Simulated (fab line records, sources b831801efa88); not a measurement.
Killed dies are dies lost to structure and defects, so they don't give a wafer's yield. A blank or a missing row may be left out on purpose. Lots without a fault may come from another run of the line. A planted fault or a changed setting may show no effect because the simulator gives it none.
Problem report in the 8D (eight disciplines) form, filled by code | flow gf180mcu | the parts of the form that need people (team, actions taken, sign-off) are left out

1. THE PROBLEM
V3_CVD_00_THK at GF_V3_THK_MEAS_01 reads a mean of 888 nm on 4 wafers of 3 lots; wafers without a fault read 596 nm with a standard deviation of 6.5. That is +45 standard deviations from the usual mean.
First seen on wafer L218.3, day 26 02:25, on film_metro-03. The record holds 36 wafers of 12 lots with a number at this step. Rule for "out", or "out of limits": more than 4 standard deviations from the usual mean. The other wafers with a number count as sound.

2. WHAT IT IS AND WHAT IT IS NOT
question                    | is                                          | is not
which readings at this step | V3_CVD_00_THK                               | -
which lots                  | L218, L220, L221                            | L205, L206, L207, L208, L209, L214, L223, L225, L227
which wafers of those lots  | L218.3, L218.4, L220.4, L221.3              | L218.1, L220.3, L220.6, L221.4, L221.5
read on which gauges        | film_metro-01, film_metro-02, film_metro-03 | -
when                        | from day 26 02:25                           | up to then (19 sound wafers); but 13 sound wafers of L220, L221, L223, L225, L227 came after

3. SUSPECTS, AND WHAT RULES EACH OUT
Counting: a tool at a process step up to the reading stays a suspect if it ran every lot that is out. Sound lots after the first of them don't rule it out here, since some wafers of a struck lot are sound.
- the gauge at GF_V3_THK_MEAS_01: ruled out. The wafers that are out were read on 3 gauges (film_metro-01, film_metro-02, film_metro-03).
- hdpcvd-01 at GF_V3_CVD_00 (deposits SiO2, target thk 600 nm, time 100 s): kept. It ran every lot that is out, first L218 (day 26 02:21); its last sound lot up to then is L209 (day 22 23:53). Its own readings are out on those wafers: sih4_flow_sccm.
- Within hdpcvd-01 at GF_V3_CVD_00: the wafers that are out ran in chamber 0; their sound lot-mates ran in chambers 1, 2.
Left after counting: hdpcvd-01 at GF_V3_CVD_00.

4. THE CAUSE (what the simulator had put in)
Process parameter drift: hdpcvd-01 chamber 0, from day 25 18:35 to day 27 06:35, at GF_V3_CVD_00. Setting sih4_flow_sccm, moved by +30, from 60. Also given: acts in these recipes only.
Counting left only this tool.

5. THE CHAIN OF EFFECTS, in route order
Each row: a reading whose mean over the struck wafers that have a number lies more than 3 standard deviations from the usual. Only readings for which the record gives a usual standard deviation are gone through. hours: the time from each lot's start at the first step in this table that gives one to its start at this step, as a median over the lots. sigmas: the change in usual standard deviations.
hours | step              | reading        | usual      | on struck wafers | change | sigmas
0     | GF_V3_CVD_00      | sih4_flow_sccm | 59.99 sccm | 90.14            | +30.15 | +99 or more
0     | GF_V3_THK_MEAS_01 | V3_CVD_00_THK  | 596 nm     | 888              | +292   | +45
The process steps in it:
- GF_V3_CVD_00: deposits SiO2, target thk 600 nm, time 100 s.

6. WHAT WOULD HAVE CAUGHT IT SOONER
In this record the first reading out of limits at a measuring or inspecting step was taken at day 26 02:25, 8 hours after the fault began at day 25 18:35.
The tool's own readings at GF_V3_CVD_00 were out on every struck wafer that the step has a row for (sih4_flow_sccm): an alarm limit on them would have fired on the first of those.
Of the lots that are out (3), L220, L221 began GF_V3_CVD_00 on hdpcvd-01 after day 26 02:25. A hold on the tool at that time would have spared those 2.
